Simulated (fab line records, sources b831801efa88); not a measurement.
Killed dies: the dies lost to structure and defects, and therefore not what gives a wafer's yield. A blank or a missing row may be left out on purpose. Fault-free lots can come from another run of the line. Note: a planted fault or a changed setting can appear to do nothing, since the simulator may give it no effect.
Which tool was responsible? || flow gf180mcu || 11 lots with 33 wafers sampled at 2 steps, on a route of 602 steps

== WHAT THE GAUGES SHOWED, per wafer ==
GF_HV_LDD_CD_MEAS_46: target cd 400 nm.
{"lot": "L969", "measured": "day 12 06:39", "on": "cd-sem-01", "cd-nm (nm)": "398.5 401.2 396.7"}
{"lot": "L973", "measured": "day 13 18:09", "on": "cd-sem-01", "cd-nm (nm)": "402.2 399.2 402.1"}
{"lot": "L975", "measured": "day 14 15:00", "on": "cd-sem-01", "cd-nm (nm)": "394.8 396.1 397.8"}
{"lot": "L976", "measured": "day 14 20:09", "on": "cd-sem-01", "cd-nm (nm)": "394.9 395.8 397.1"}
{"lot": "L977", "measured": "day 15 00:49", "on": "cd-sem-02", "cd-nm (nm)": "398.5 397.4 395.3"}
{"lot": "L980", "measured": "day 16 03:27", "on": "cd-sem-01", "cd-nm (nm)": "399.7 398.7 401.8"}
{"lot": "L982", "measured": "day 16 17:45", "on": "cd-sem-02", "cd-nm (nm)": "400.0 400.0 400.9"}
{"lot": "L983", "measured": "day 17 01:43", "on": "cd-sem-01", "cd-nm (nm)": "402.0 401.4 404.2"}
{"lot": "L990", "measured": "day 19 08:12", "on": "cd-sem-01", "cd-nm (nm)": "402.3 403.2 401.9"}
{"lot": "L991", "measured": "day 19 14:19", "on": "cd-sem-01", "cd-nm (nm)": "398.0 398.1 396.0"}
{"lot": "L992", "measured": "day 20 11:24", "on": "cd-sem-01", "cd-nm (nm)": "401.8 401.2 402.2"}

== WHAT TOOL EACH LOT RAN ON (gives the tool, then ch and the chambers of the sampled wafers, and finally the start) ==
{"lot": "L969", "GF_HV_LDD_STRIP_22": "plasma-asher-03 ch 0,1, day 10 17:03"}
{"lot": "L973", "GF_HV_LDD_STRIP_22": "plasma-asher-01 ch 0,1, day 12 01:33"}
{"lot": "L975", "GF_HV_LDD_STRIP_22": "plasma-asher-03 ch 0,1, day 12 20:31"}
{"lot": "L976", "GF_HV_LDD_STRIP_22": "plasma-asher-01 ch 0,1, day 13 02:59"}
{"lot": "L977", "GF_HV_LDD_STRIP_22": "plasma-asher-02 ch 0,1, day 13 07:57"}
{"lot": "L980", "GF_HV_LDD_STRIP_22": "plasma-asher-03 ch 0,1, day 14 07:28"}
{"lot": "L982", "GF_HV_LDD_STRIP_22": "plasma-asher-01 ch 0,1, day 14 20:16"}
{"lot": "L983", "GF_HV_LDD_STRIP_22": "plasma-asher-03 ch 0,1, day 15 04:13"}
{"lot": "L990", "GF_HV_LDD_STRIP_22": "plasma-asher-02 ch 0,1, day 17 10:10"}
{"lot": "L991", "GF_HV_LDD_STRIP_22": "plasma-asher-02 ch 0,1, day 17 15:07"}
{"lot": "L992", "GF_HV_LDD_STRIP_22": "plasma-asher-01 ch 0,1, day 18 10:31"}
- GF_HV_LDD_STRIP_22: strips in O2/N2.

== THE ANSWER, worked out from the rows above alone ==
Rule: what is usual is taken from the lots themselves. The widest of any qualifying gaps counts: lots, ordered by their means at a reading, are off when they make up no more than a third of the lots, leave a main group of 4 or more, and stand apart from it by 3 or more times the standard deviation of that group's means. The tables above print the reading to a certain number of digits; a main group whose means all agree to those digits is not used. A lot without any number at a reading at which 4 lots or more have one is off too. Where the step has rows for the other lots, those lots are counted as sound.
None of the lots is off at any reading shown; this tells nothing.

== WHAT THE SIMULATOR HAD PUT IN ==
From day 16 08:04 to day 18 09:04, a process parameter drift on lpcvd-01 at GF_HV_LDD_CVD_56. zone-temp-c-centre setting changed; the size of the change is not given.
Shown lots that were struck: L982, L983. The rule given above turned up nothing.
